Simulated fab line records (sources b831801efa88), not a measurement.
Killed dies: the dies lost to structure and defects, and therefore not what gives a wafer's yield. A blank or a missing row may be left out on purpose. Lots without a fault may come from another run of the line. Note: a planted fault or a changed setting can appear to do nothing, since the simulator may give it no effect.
A struck lot beside a sound one + flow sky130 + 16 steps out of a route of 708
Sound: these wafers, L737.1, L737.2, L737.3. The struck wafers were L749.2, L749.5, L749.6. The cause comes at the end.
Per side, at each step with rows, come the tool, then ch with its chambers, and then its first start. Under that, the readings that differ: sound wafers + struck wafers + difference of the means + sigmas: that difference in standard deviations of wafers without a fault.
alike: readings with means less than 2 such deviations apart, plus words and numbers identical on both sides. not compared: withheld readings, readings lacking a value on some wafer, bounds such as >300 that could conceal the same value, and numbers that have no deviation in the record and whose values overlap.
The two part at a step that has a row with sigmas, a row that says differs or no value, or rows on one side only. Numbers that have no deviation but don't overlap get no sigmas and don't part them. A reading that every wafer of one side lacks parts them only if that side has two wafers or more.

first, 2 steps without rows for these wafers: SKY_VT_ADJUST_PCH_PEB_05; SKY_VT_ADJUST_PCH_DEVELOP_06 (develop time 60 s).
SKY_VT_ADJUST_PCH_OVL_MEAS_07:
  sound: overlay-01 at day 11 06:25; struck: overlay-01 at day 15 04:56
  alike: VT_ADJUST_PCH_OVL
after that, 1 step had no rows for these wafers: SKY_VT_ADJUST_PCH_IMPLANT_08.
SKY_VT_ADJUST_PCH_STRIP_09: strips in O2/N2.
  sound on plasma asher-04 ch 0,1, day 11 06:43; struck on plasma asher-04 ch 0,1, day 15 05:07
  alike: drypump motor current A, n2 flow sccm, oes product au, strip time to endpoint s
  not compared: rf hours counter h
SKY_VT_ADJUST_PCH_TW_MEAS_10:
  sound: film metro-01 at day 11 06:49; struck: film metro-03 at day 15 05:13
  alike: VT_ADJUST_PCH_TW
then, 6 steps without rows for these wafers: SKY_SONOS_TUNNEL_DEHYDRATE_00 (time 60 s); SKY_SONOS_TUNNEL_HMDS_01 (prime time 60 s); SKY_SONOS_TUNNEL_COAT_02 (resist thk 1140 nm); SKY_SONOS_TUNNEL_SOFTBAKE_03 (time 60 s); SKY_SONOS_TUNNEL_EXPOSE_04 (exposes mask TUNM, target cd 410 nm); SKY_SONOS_TUNNEL_PEB_05.
SKY_SONOS_TUNNEL_DEVELOP_06: develop time 60 s.
  sound on litho track-03 ch 0, day 12 06:22; struck on litho track-04 ch 0, day 16 09:16
| reading              | sound             | struck            | difference | sigmas |
|----------------------|-------------------|-------------------|------------|--------|
| developer temp C (C) | 23.03 23.11 23.12 | 20.74 20.65 20.84 | -2.34      | -23    |
  alike: exhaust pa
SKY_SONOS_TUNNEL_CD_MEAS_07 targets a cd of 410 nm.
  sound: cd sem-02 at day 12 06:31; struck: cd sem-02 at day 16 09:24
| reading    | sound             | struck            | difference | sigmas |
|------------|-------------------|-------------------|------------|--------|
| cd nm (nm) | 407.6 409.5 412.1 | 417.0 416.3 414.9 | +6.3       | +4     |
SKY_SONOS_TUNNEL_OVL_MEAS_08:
  sound: overlay-02 at day 12 06:38; struck: overlay-01 at day 16 09:31
  alike: SONOS_TUNNEL_OVL
-- record jumps: 33 days separate the struck wafers' starts on either side; left off in module SONOS_TUNNEL, taken up again in module PAD_OPEN, whose first shown step is the route's number 708 --
SKY_PAD_OPEN_PROBE_99:
  sound: prober-02 at day 46 09:14; struck: prober-02 at day 49 08:14
  alike: killed_at_M0_to_M3, killed_at_M4_up, killed at contacts, killed at front end, killed at other, killed dies, killed open, killed short

WHERE THEY PART
First at SKY_SONOS_TUNNEL_DEVELOP_06; last, within this record, at SKY_SONOS_TUNNEL_CD_MEAS_07. Later steps at which nothing parts them and some readings are alike: SKY_SONOS_TUNNEL_OVL_MEAS_08, SKY_PAD_OPEN_PROBE_99.

WHY: what had been put in by the simulator
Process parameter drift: litho track-04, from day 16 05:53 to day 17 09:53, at SKY_SONOS_TUNNEL_DEVELOP_06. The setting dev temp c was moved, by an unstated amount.
